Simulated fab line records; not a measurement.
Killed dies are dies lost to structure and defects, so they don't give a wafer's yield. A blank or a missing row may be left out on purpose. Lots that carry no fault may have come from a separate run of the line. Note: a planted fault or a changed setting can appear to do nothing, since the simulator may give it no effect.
What tool caused it? | flow gf180mcu | 33 wafers from 11 lots sampled at 6 of the route's 602 steps

== WHAT THE GAUGES READ, wafer by wafer ==
GF_HV_LDD_TW_MEAS_11.
lot  | measured     | on            | HV_LDD_TW
L464 | day 10 16:27 | film-metro-04 | 2351 2351 2350
L465 | day 10 22:34 | film-metro-04 | 2349 2356 2351
L469 | day 12 06:23 | film-metro-03 | 2282 2292 2288 2289 2282 2283
L471 | day 12 23:26 | film-metro-03 | 2277 2277 2281 2273 2271 2266
L472 | day 13 03:08 | film-metro-04 | 2260 2260 2239 2245 2249 2253
L473 | day 13 17:29 | film-metro-03 | 2389 2387 2391
L475 | day 14 04:56 | film-metro-04 | 2370 2368 2336
L479 | day 15 07:41 | film-metro-04 | 2370 2377 2367
L482 | day 16 08:59 | film-metro-04 | 2367 2374 2363
L483 | day 16 14:56 | film-metro-04 | 2352 2365 2355
L485 | day 17 07:14 | film-metro-03 | 2392 2381 2385

GF_HV_LDD_RS_MEAS_53: the measuring method here is four-point-probe.
lot  | measured     | on            | HV_LDD_RS (ohm/sq)
L464 | day 13 02:17 | film-metro-04 | 417.5 416.3 417.3
L465 | day 13 09:36 | film-metro-03 | 419.4 420.3 420.5
L469 | day 14 19:14 | film-metro-03 | 452.4 452.2 453.0 453.4 453.2 453.0
L471 | day 15 14:28 | film-metro-03 | 454.0 453.8 453.5 454.1 453.8 453.5
L472 | day 15 17:52 | film-metro-03 | 454.1 454.4 453.2 453.6 453.6 454.0
L473 | day 16 09:24 | film-metro-04 | 418.3 417.7 418.9
L475 | day 16 22:46 | film-metro-03 | 420.3 420.1 421.8
L479 | day 18 04:02 | film-metro-01 | 419.9 419.9 418.0
L482 | day 19 09:02 | film-metro-03 | 419.6 417.7 419.9
L483 | day 19 14:52 | film-metro-03 | 420.4 421.3 420.2
L485 | day 20 09:01 | film-metro-01 | 419.0 418.1 418.4

GF_V1_THK_MEAS_03.
lot  | measured     | on            | V1_CVD_02_THK (nm)
L464 | day 17 20:26 | film-metro-03 | 844 860 857
L465 | day 18 04:11 | film-metro-02 | 836 856 860
L469 | day 19 22:19 | film-metro-02 | 845 838 854
L471 | day 20 19:01 | film-metro-04 | 832 839 855
L472 | day 20 23:16 | film-metro-03 | 847 846 865
L473 | day 21 15:11 | film-metro-03 | 855 870 863
L475 | day 22 06:25 | film-metro-04 | 857 866 860
L479 | day 23 12:04 | film-metro-02 | 842 844 836
L482 | day 24 12:28 | film-metro-03 | 842 871 864
L483 | day 24 19:25 | film-metro-03 | 855 855 865
L485 | day 25 11:34 | film-metro-03 | 853 847 850

== WHAT TOOL EACH LOT RAN ON (gives the tool, then ch and the chambers of the sampled wafers, and finally the start) ==
lot  | GF_HV_LDD_IMPLANT_09            | GF_M1_SPUTTER_01             | GF_M1_SPUTTER_03
L464 | implanter-03 ch 0, day 10 16:13 | pvd-sputter-01, day 16 19:34 | pvd-sputter-01, day 16 19:37
L465 | implanter-01 ch 0, day 10 22:20 | pvd-sputter-01, day 17 04:02 | pvd-sputter-01, day 17 04:05
L469 | implanter-03 ch 0, day 12 06:08 | pvd-sputter-04, day 18 20:30 | pvd-sputter-04, day 18 20:34
L471 | implanter-03 ch 0, day 12 23:11 | pvd-sputter-03, day 19 17:50 | pvd-sputter-03, day 19 17:53
L472 | implanter-03 ch 0, day 13 02:53 | pvd-sputter-03, day 19 21:52 | pvd-sputter-03, day 19 21:55
L473 | implanter-01 ch 0, day 13 17:14 | pvd-sputter-01, day 20 14:37 | pvd-sputter-01, day 20 14:40
L475 | implanter-02 ch 0, day 14 04:43 | pvd-sputter-04, day 21 06:00 | pvd-sputter-04, day 21 06:04
L479 | implanter-03 ch 0, day 15 07:26 | pvd-sputter-04, day 22 11:31 | pvd-sputter-04, day 22 11:35
L482 | implanter-02 ch 0, day 16 08:38 | pvd-sputter-01, day 23 13:32 | pvd-sputter-01, day 23 13:35
L483 | implanter-03 ch 0, day 16 14:41 | pvd-sputter-04, day 23 19:47 | pvd-sputter-04, day 23 19:51
L485 | implanter-03 ch 0, day 17 06:59 | pvd-sputter-01, day 24 12:35 | pvd-sputter-01, day 24 12:39
- GF_HV_LDD_IMPLANT_09
- GF_M1_SPUTTER_01: material TiN, target thk 30 nm, time 25 s.
- GF_M1_SPUTTER_03: material Ti, target thk 10 nm, time 6.7 s.

== AS READ BY THE TOOLS THEMSELVES (means over the sampled wafers that have a number; for cases with no such wafer, the mark the record gives instead) ==
GF_HV_LDD_IMPLANT_09.
lot  | tool         | dose-ions-cm2 | end-station-pressure-torr (Torr) | faraday-current-uA
L464 | implanter-03 | 9.997e+13     | 5.53e-06                         | 568
L465 | implanter-01 | 1.001e+14     | 5.53e-06                         | 574
L469 | implanter-03 | 8.321e+13     | 5.33e-06                         | 460
L471 | implanter-03 | 8.321e+13     | 5.39e-06                         | 472
L472 | implanter-03 | 8.323e+13     | 5.49e-06                         | 471
L473 | implanter-01 | 9.988e+13     | 5.42e-06                         | 564
L475 | implanter-02 | 9.995e+13     | 5.40e-06                         | 564
L479 | implanter-03 | 9.997e+13     | 5.41e-06                         | 572
L482 | implanter-02 | 1.000e+14     | 5.56e-06                         | 567
L483 | implanter-03 | 9.995e+13     | 5.42e-06                         | 563
L485 | implanter-03 | 9.976e+13     | 5.43e-06                         | 558

GF_M1_SPUTTER_01.
lot  | tool           | cathode-dc-power-W (W) | throttle-valve-pct (%)
L464 | pvd-sputter-01 | 6501.0                 | 30.1
L465 | pvd-sputter-01 | 6499.8                 | 30.2
L469 | pvd-sputter-04 | 6499.6                 | 30.0
L471 | pvd-sputter-03 | 6499.7                 | 30.4
L472 | pvd-sputter-03 | 6500.7                 | 30.2
L473 | pvd-sputter-01 | 6500.1                 | 30.0
L475 | pvd-sputter-04 | 6500.8                 | 30.3
L479 | pvd-sputter-04 | 6499.5                 | 30.3
L482 | pvd-sputter-01 | 6500.7                 | 30.4
L483 | pvd-sputter-04 | 6501.1                 | 30.4
L485 | pvd-sputter-01 | 6500.1                 | 29.9

GF_M1_SPUTTER_03.
lot  | tool           | cathode-dc-power-W (W) | throttle-valve-pct (%)
L464 | pvd-sputter-01 | 2999.8                 | 30.1
L465 | pvd-sputter-01 | 3000.1                 | 30.3
L469 | pvd-sputter-04 | 2999.7                 | 30.2
L471 | pvd-sputter-03 | 2999.9                 | 30.5
L472 | pvd-sputter-03 | 2999.9                 | 30.0
L473 | pvd-sputter-01 | 3000.2                 | 30.0
L475 | pvd-sputter-04 | 3000.3                 | 30.3
L479 | pvd-sputter-04 | 2999.8                 | 30.6
L482 | pvd-sputter-01 | 2999.8                 | 30.4
L483 | pvd-sputter-04 | 3000.7                 | 30.5
L485 | pvd-sputter-01 | 3000.1                 | 29.8

== THE ANSWER, worked out from the rows above alone ==
Rule: the lots themselves supply what counts as usual. Put in order of their means at a reading, lots are off if they are a third of the lots or fewer, leave a main group of 4 or more, and stand apart from it by a gap of 3 or more times the standard deviation of the main group's means; of several such gaps the widest counts. The tables above print the reading to a certain number of digits; a main group whose means all agree to those digits is not used. Also off: a lot with no number at a reading for which 4 or more lots have one. The other lots that the step has rows for count as sound. After the gauges, taken in route order, come the tools' own readings; for these a lot's mean is taken, as printed above. At the first step where some lot is off, the reading lying furthest off is the one used; lots without a number count as furthest.
Off: L469, L471, L472, seen at GF_HV_LDD_TW_MEAS_11 (HV_LDD_TW). The main group has a mean of 2367 with a standard deviation of 14.
If a tool, at a process step before that reading, ran all the lots that are off and no sound lot after the first of them, it fits. Not tried: the gauges at GF_HV_LDD_TW_MEAS_11; whatever is off there is also off at GF_HV_LDD_IMPLANT_09, on other tools, and gauge error can't account for it. Not one of the candidates tried fits.

== WHAT HAD BEEN PUT IN BY THE SIMULATOR ==
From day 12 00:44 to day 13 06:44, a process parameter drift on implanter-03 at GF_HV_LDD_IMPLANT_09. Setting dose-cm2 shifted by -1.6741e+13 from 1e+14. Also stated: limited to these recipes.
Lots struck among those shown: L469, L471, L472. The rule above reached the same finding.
